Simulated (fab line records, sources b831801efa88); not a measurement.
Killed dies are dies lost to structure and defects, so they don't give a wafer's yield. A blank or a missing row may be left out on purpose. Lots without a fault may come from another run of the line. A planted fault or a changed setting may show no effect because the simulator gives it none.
Chamber matching | flow sky130 | SKY_CONTACT_ETCH_16 on rie_diel-01: 4 sister chambers
The step etches BARC in N2/H2, stops on SiO2, time 45.9 s, target depth 60 nm. 7 wafers are shown with their chamber, then 8 later ones without.

WAFERS WITH THEIR CHAMBER
wafer  | chamber | throttle_valve_pct (%) | oes_product_au (a.u.)
L075.5 | 2       | 13.233                 | 0.862
L082.2 | 0       | 13.214                 | 0.856
L087.4 | 1       | 13.230                 | 0.859
L089.1 | 3       | 13.236                 | 0.861
L089.3 | 0       | 13.214                 | 0.863
L089.6 | 3       | 13.234                 | 0.862
L091.1 | 1       | 13.225                 | 0.859

WAFERS WITHOUT THEIR CHAMBER
wafer  | throttle_valve_pct (%) | oes_product_au (a.u.)
L091.3 | 13.241                 | 0.849
L091.6 | 13.223                 | 0.863
L093.2 | 13.225                 | 0.850
L093.4 | 13.211                 | 0.846
L093.6 | 13.229                 | 0.857
L094.2 | 13.210                 | 0.858
L094.3 | 13.217                 | 0.859
L094.4 | 13.225                 | 0.861

WHICH CHAMBER EACH WENT THROUGH
wafer  | from the rows above          | in truth
L091.3 | can't be placed: 3 or 2 or 1 | 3
L091.6 | can't be placed: 1 or 0      | 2
L093.2 | 1                            | 1
L093.4 | 0                            | 0
L093.6 | can't be placed: 1 or 2      | 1
L094.2 | 0                            | 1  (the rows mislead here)
L094.3 | 0                            | 0
L094.4 | 1                            | 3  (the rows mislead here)
Placed correctly: 3 of 8. Can't be placed from these rows: 3 (the true chamber is among the candidates in 2). Placed wrongly: 2.
How it was worked out, from the rows above alone: a wafer's distance from a chamber is the root of the sum, over the readings, of the square of ((its reading less the chamber's mean) divided by the reading's scatter). The wafer belongs to the nearest chamber; if the next one is less than 2 further off, it can't be placed. A chamber's mean is the mean of its shown wafers. The scatter: the root of (the sum of the squares of (reading less its chamber's mean) over the shown wafers, divided by (wafers less chambers)).
